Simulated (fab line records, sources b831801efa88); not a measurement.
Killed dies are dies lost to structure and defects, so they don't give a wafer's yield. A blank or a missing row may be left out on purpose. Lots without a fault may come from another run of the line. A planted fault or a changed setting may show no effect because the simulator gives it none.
Which tool did it? | flow sky130 | 24 lots, 72 wafers sampled, at 6 steps of a route of 708

WHAT THE GAUGES READ, wafer by wafer
SKY_CAPM_THK_MEAS_01. Usual: CAPM_CVD_00_THK 15.52 nm, standard deviation 0.2.
lot  | measured     | on            | CAPM_CVD_00_THK (nm) | flag
L074 | day 36 08:47 | film_metro-02 | 15.34 15.79 15.71    |
L075 | day 36 14:50 | film_metro-03 | 15.54 15.41 15.79    |
L076 | day 36 18:08 | film_metro-03 | 15.33 15.26 15.41    |
L077 | day 37 04:43 | film_metro-03 | 15.37 15.42 15.24    |
L078 | day 37 18:20 | film_metro-02 | 15.38 15.72 15.63    |
L079 | day 37 21:34 | film_metro-04 | 15.50 15.33 15.76    |
L080 | day 38 12:37 | film_metro-03 | 15.36 15.48 15.50    |
L081 | day 38 14:09 | film_metro-02 | 15.18 15.86 15.72    |
L082 | day 38 20:09 | film_metro-03 | 15.46 15.23 15.51    |
L083 | day 39 10:16 | film_metro-03 | 15.43 15.57 15.85    |
L084 | day 39 16:53 | film_metro-04 | 15.18 15.29 15.70    |
L085 | day 39 19:58 | film_metro-02 | 15.66 15.56 15.76    |
L086 | day 40 07:08 | film_metro-04 | 15.34 15.42 15.66    |
L087 | day 40 12:17 | film_metro-03 | 15.74 15.73 15.63    |
L088 | day 40 15:58 | film_metro-02 | 15.51 15.24 15.44    |
L089 | day 41 02:22 | film_metro-04 | 15.54 15.71 15.48    |
L090 | day 41 10:28 | film_metro-03 | 15.45 15.27 15.40    |
L092 | day 41 20:58 | film_metro-03 | 15.77 15.67 15.92    |
L091 | day 42 00:43 | film_metro-04 | 15.23 15.52 15.45    |
L093 | day 42 05:02 | film_metro-04 | 15.56 15.52 15.86    |
L094 | day 42 08:34 | film_metro-03 | 15.27 15.57 15.62    |
L095 | day 42 16:11 | film_metro-03 | 15.45 15.89 15.81    |
L096 | day 42 21:23 | film_metro-02 | 15.28 15.70 15.55    |
L097 | day 43 03:47 | film_metro-04 | 15.34 15.60 15.91    |

SKY_CAP2M_RS_MEAS_03: measures by four-point-probe. Usual: CAP2M_TIN_RS 6.94 ohm/sq, standard deviation 0.068.
lot  | measured     | on            | CAP2M_TIN_RS (ohm/sq) | flag
L074 | day 39 16:48 | film_metro-02 | 6.91 6.87 6.88        |
L075 | day 39 21:16 | film_metro-02 | 7.04 7.01 7.05        |
L076 | day 40 02:40 | film_metro-03 | 6.89 7.00 7.00        |
L077 | day 40 11:39 | film_metro-02 | 6.90 6.98 6.94        |
L078 | day 41 00:14 | film_metro-02 | 6.86 6.91 6.89        |
L079 | day 41 04:08 | film_metro-02 | 7.04 6.94 6.93        |
L080 | day 41 17:43 | film_metro-02 | 6.92 6.98 6.96        |
L081 | day 41 19:13 | film_metro-02 | 6.85 6.81 6.89        |
L082 | day 42 01:11 | film_metro-02 | 6.95 6.91 6.88        |
L083 | day 42 14:06 | film_metro-03 | 7.02 6.95 6.97        |
L084 | day 42 20:23 | film_metro-02 | 6.98 6.90 6.91        |
L085 | day 42 23:12 | film_metro-02 | 6.89 6.90 6.78        |
L086 | day 43 09:15 | film_metro-02 | 6.98 7.09 7.04        |
L087 | day 43 15:11 | film_metro-01 | 6.99 6.99 7.03        |
L088 | day 43 20:01 | film_metro-02 | 6.97 6.98 7.05        |
L089 | day 44 05:52 | film_metro-01 | 7.02 6.95 6.94        |
L090 | day 44 11:41 | film_metro-02 | 6.96 7.01 7.00        |
L092 | day 44 21:47 | film_metro-01 | 6.81 6.76 6.81        |
L091 | day 45 00:18 | film_metro-03 | 6.92 6.94 6.91        |
L093 | day 45 04:27 | film_metro-02 | 6.94 6.97 6.89        |
L094 | day 45 08:38 | film_metro-02 | 6.89 6.87 6.95        |
L095 | day 45 16:29 | film_metro-03 | 6.92 6.81 6.88        |
L096 | day 45 20:28 | film_metro-03 | 6.86 6.90 6.86        |
L097 | day 46 01:38 | film_metro-03 | 6.95 6.93 6.93        |

SKY_PAD_OPEN_BOW_MEAS_13. Usual: PAD_OPEN_BOW 47 um, standard deviation 7.8.
lot  | measured     | on            | PAD_OPEN_BOW (um) | flag
L074 | day 45 18:48 | film_metro-03 | 46 56 48          |
L075 | day 45 21:40 | film_metro-02 | 51 49 54          |
L076 | day 46 02:43 | film_metro-03 | 47 39 32          |
L077 | day 46 11:59 | film_metro-03 | 42 46 43          |
L078 | day 46 21:16 | film_metro-01 | 48 46 54          |
L079 | day 47 00:11 | film_metro-02 | 56 43 51          |
L080 | day 47 12:13 | film_metro-01 | 42 46 41          |
L081 | day 47 12:56 | film_metro-03 | 50 56 41          |
L082 | day 47 17:27 | film_metro-02 | 43 51 53          |
L083 | day 48 03:58 | film_metro-03 | 61 58 49          |
L084 | day 48 09:11 | film_metro-03 | 43 40 49          |
L085 | day 48 13:59 | film_metro-01 | 45 45 44          |
L086 | day 48 19:30 | film_metro-01 | 46 45 51          |
L087 | day 48 23:53 | film_metro-03 | 40 45 48          |
L088 | day 49 05:18 | film_metro-02 | 41 26 39          |
L089 | day 49 13:29 | film_metro-02 | 39 50 42          |
L090 | day 49 16:36 | film_metro-02 | 41 40 39          |
L092 | day 49 23:32 | film_metro-01 | 58 53 49          |
L091 | day 50 02:32 | film_metro-01 | 44 54 33          |
L093 | day 50 07:55 | film_metro-03 | 46 46 39          |
L094 | day 50 09:01 | film_metro-03 | 48 48 48          |
L095 | day 50 14:31 | film_metro-01 | 30 30 39          |
L096 | day 50 16:31 | film_metro-03 | 47 54 56          |
L097 | day 50 19:23 | film_metro-02 | 41 44 52          |

WHICH TOOL RAN EACH LOT (tool, then ch and the chambers of the sampled wafers, then the start)
lot  | SKY_VIA1_ETCH_15                   | SKY_METAL3_DESCUM_15              | SKY_VIA4_ETCH_12
L074 | rie_diel-01 ch 0,1,2, day 33 22:32 | rie_metal-04 ch 0,1, day 38 13:10 | rie_diel-01 ch 1,2, day 42 19:04
L075 | rie_diel-01 ch 0,1,3, day 34 06:04 | rie_metal-04 ch 0,1, day 38 18:47 | rie_diel-03 ch 0,2, day 42 23:04
L076 | rie_diel-01 ch 1,2,3, day 34 09:59 | rie_metal-01 ch 1, day 38 22:08   | rie_diel-03 ch 1,2, day 43 04:23
L077 | rie_diel-04 ch 1,3, day 34 19:29   | rie_metal-01 ch 1, day 39 07:50   | rie_diel-04 ch 1,3, day 43 13:49
L078 | rie_diel-02 ch 1,2, day 35 09:50   | rie_metal-03 ch 0,1, day 39 20:38 | rie_diel-01 ch 0,3, day 44 00:34
L079 | rie_diel-04 ch 0,2, day 35 12:50   | rie_metal-03 ch 0,1, day 40 00:05 | rie_diel-03 ch 0,2,3, day 44 04:26
L080 | rie_diel-01 ch 0,2, day 36 03:44   | rie_metal-01 ch 0,1, day 40 13:32 | rie_diel-04 ch 1,2,3, day 44 16:05
L081 | rie_diel-04 ch 0,1,3, day 36 06:55 | rie_metal-03 ch 0,1, day 40 15:26 | rie_diel-04 ch 1,3, day 44 17:52
L082 | rie_diel-02 ch 1,2,3, day 36 11:41 | rie_metal-04 ch 0,1, day 40 21:36 | rie_diel-01 ch 0,1,3, day 44 22:32
L083 | rie_diel-01 ch 1,2,3, day 37 02:30 | rie_metal-04 ch 0,1, day 41 10:32 | rie_diel-04 ch 0,2,3, day 45 10:56
L084 | rie_diel-01 ch 0,1,2, day 37 11:17 | rie_metal-01 ch 0,1, day 41 17:24 | rie_diel-04 ch 2,3, day 45 17:38
L085 | rie_diel-02 ch 0,1,2, day 37 13:41 | rie_metal-01 ch 0,1, day 41 19:38 | rie_diel-04 ch 0,1,3, day 45 20:31
L086 | rie_diel-02 ch 0,2,3, day 37 23:11 | rie_metal-03 ch 0,1, day 42 06:42 | rie_diel-01 ch 1,2, day 46 03:23
L087 | rie_diel-02 ch 1,2, day 38 06:41   | rie_metal-03 ch 0,1, day 42 12:20 | rie_diel-01 ch 0,1, day 46 10:07
L088 | rie_diel-01 ch 2,3, day 38 10:05   | rie_metal-04 ch 1, day 42 17:02   | rie_diel-03 ch 0,1,3, day 46 14:46
L089 | rie_diel-01 ch 0,2,3, day 38 21:26 | rie_metal-03 ch 0,1, day 43 02:55 | rie_diel-03 ch 0,3, day 46 23:25
L090 | rie_diel-01 ch 0,1,3, day 39 06:11 | rie_metal-04 ch 0,1, day 43 10:21 | rie_diel-03 ch 0,1,2, day 47 03:50
L092 | rie_diel-02 ch 0,1,3, day 39 16:29 | rie_metal-04 ch 0,1, day 43 20:36 | rie_diel-04 ch 0,1,2, day 47 12:20
L091 | rie_diel-01 ch 1,2,3, day 39 20:07 | rie_metal-03 ch 0,1, day 43 23:12 | rie_diel-03 ch 0,3, day 47 16:08
L093 | rie_diel-04 ch 0,2,3, day 40 00:14 | rie_metal-03 ch 0,1, day 44 03:56 | rie_diel-04 ch 0,1,3, day 47 20:53
L094 | rie_diel-01 ch 1,3, day 40 04:55   | rie_metal-03 ch 0,1, day 44 07:15 | rie_diel-04 ch 1,3, day 47 22:20
L095 | rie_diel-04 ch 0,2, day 40 11:53   | rie_metal-01 ch 0,1, day 44 14:51 | rie_diel-01 ch 1,3, day 48 06:23
L096 | rie_diel-01 ch 1,2, day 40 17:16   | rie_metal-01 ch 1, day 44 18:29   | rie_diel-01 ch 0,2,3, day 48 10:05
L097 | rie_diel-04 ch 1,2,3, day 40 23:20 | rie_metal-03 ch 1, day 45 01:17   | rie_diel-01 ch 0,1,3, day 48 13:50
- SKY_VIA1_ETCH_15: etches SiO2 in C4F8/O2/Ar, stops on TiN, target depth 351 nm, time 54 s.
- SKY_METAL3_DESCUM_15: chemistry O2, time 8 s.
- SKY_VIA4_ETCH_12: etches SiO2 in C4F8/O2/Ar, stops on TiN, target depth 580 nm.

WHAT THE TOOLS THEMSELVES READ (means of the sampled wafers that have a number; where no wafer has one, the mark that the record gives instead)
SKY_VIA1_ETCH_15. Usual: oes_product_au 0.982 a.u., standard deviation 0.0054.
lot  | tool        | oes_product_au (a.u.) | flag
L074 | rie_diel-01 | 0.977                 |
L075 | rie_diel-01 | 0.976                 |
L076 | rie_diel-01 | 0.979                 |
L077 | rie_diel-04 | 0.987                 |
L078 | rie_diel-02 | 0.980                 |
L079 | rie_diel-04 | 0.986                 |
L080 | rie_diel-01 | 0.986                 |
L081 | rie_diel-04 | 0.981                 |
L082 | rie_diel-02 | 0.981                 |
L083 | rie_diel-01 | 0.981                 |
L084 | rie_diel-01 | 0.980                 |
L085 | rie_diel-02 | 0.980                 |
L086 | rie_diel-02 | 0.982                 |
L087 | rie_diel-02 | 0.983                 |
L088 | rie_diel-01 | 0.986                 |
L089 | rie_diel-01 | 0.982                 |
L090 | rie_diel-01 | 0.979                 |
L092 | rie_diel-02 | 0.984                 |
L091 | rie_diel-01 | 0.982                 |
L093 | rie_diel-04 | 0.987                 |
L094 | rie_diel-01 | 0.987                 |
L095 | rie_diel-04 | 0.981                 |
L096 | rie_diel-01 | 0.980                 |
L097 | rie_diel-04 | 0.979                 |

SKY_METAL3_DESCUM_15. Usual: drypump_motor_current_A 5.7 A, standard deviation 0.42; oes_product_au 0.998 a.u., standard deviation 0.0099; temp_c 40.02 C, standard deviation 0.11.
lot  | tool         | drypump_motor_current_A (A) | oes_product_au (a.u.) | temp_c (C) | flag
L074 | rie_metal-04 | 5.6                         | 1.006                 | 40.09      |
L075 | rie_metal-04 | 5.7                         | 1.001                 | 40.02      |
L076 | rie_metal-01 | 6.3                         | 1.002                 | 39.91      |
L077 | rie_metal-01 | 6.3                         | 1.004                 | 40.17      |
L078 | rie_metal-03 | 5.3                         | 0.989                 | 39.93      |
L079 | rie_metal-03 | 5.2                         | 0.991                 | 40.00      |
L080 | rie_metal-01 | 6.0                         | 1.002                 | 39.91      |
L081 | rie_metal-03 | 5.3                         | 0.986                 | 39.96      |
L082 | rie_metal-04 | 5.8                         | 1.005                 | 40.10      |
L083 | rie_metal-04 | 5.8                         | 1.002                 | 40.01      |
L084 | rie_metal-01 | 6.2                         | 1.004                 | 40.08      |
L085 | rie_metal-01 | 6.1                         | 1.008                 | 40.02      |
L086 | rie_metal-03 | 5.4                         | 0.996                 | 40.01      |
L087 | rie_metal-03 | 5.4                         | 0.997                 | 40.08      |
L088 | rie_metal-04 | 5.5                         | 1.008                 | 39.99      |
L089 | rie_metal-03 | 5.4                         | 0.997                 | 40.07      |
L090 | rie_metal-04 | 5.8                         | 1.013                 | 40.10      |
L092 | rie_metal-04 | 5.8                         | 1.009                 | 39.93      |
L091 | rie_metal-03 | 5.4                         | 0.987                 | 39.93      |
L093 | rie_metal-03 | 5.4                         | 0.989                 | 40.02      |
L094 | rie_metal-03 | 5.4                         | 0.990                 | 40.04      |
L095 | rie_metal-01 | 6.0                         | 1.002                 | 40.09      |
L096 | rie_metal-01 | 6.3                         | 1.006                 | 40.02      |
L097 | rie_metal-03 | 5.5                         | 0.994                 | 39.87      |

SKY_VIA4_ETCH_12. Usual: oes_product_au 0.925 a.u., standard deviation 0.0046.
lot  | tool        | oes_product_au (a.u.) | flag
L074 | rie_diel-01 | 0.927                 |
L075 | rie_diel-03 | 0.923                 |
L076 | rie_diel-03 | 0.928                 |
L077 | rie_diel-04 | 0.928                 |
L078 | rie_diel-01 | 0.927                 |
L079 | rie_diel-03 | 0.928                 |
L080 | rie_diel-04 | 0.920                 |
L081 | rie_diel-04 | 0.926                 |
L082 | rie_diel-01 | 0.927                 |
L083 | rie_diel-04 | 0.925                 |
L084 | rie_diel-04 | 0.926                 |
L085 | rie_diel-04 | 0.927                 |
L086 | rie_diel-01 | 0.927                 |
L087 | rie_diel-01 | 0.924                 |
L088 | rie_diel-03 | 0.924                 |
L089 | rie_diel-03 | 0.924                 |
L090 | rie_diel-03 | 0.929                 |
L092 | rie_diel-04 | 0.925                 |
L091 | rie_diel-03 | 0.927                 |
L093 | rie_diel-04 | 0.924                 |
L094 | rie_diel-04 | 0.929                 |
L095 | rie_diel-01 | 0.920                 |
L096 | rie_diel-01 | 0.929                 |
L097 | rie_diel-01 | 0.927                 |

THE ANSWER, worked out from the rows above alone
Rule: a lot is off if the mean of its wafers that have a number lies more than 3 standard deviations from the usual mean. A lot without any number at a reading at which 4 lots or more have one is off too. The other lots that the step has rows for count as sound. The gauges are gone through in route order, then the tools' own readings, and for those a lot's mean is taken as printed above. The first step at which some lot is off is used, and at that step the reading that is off furthest; a lot without a number counts as furthest.
No lot is off at any reading shown: from this, nothing can be told.

WHAT THE SIMULATOR HAD PUT IN
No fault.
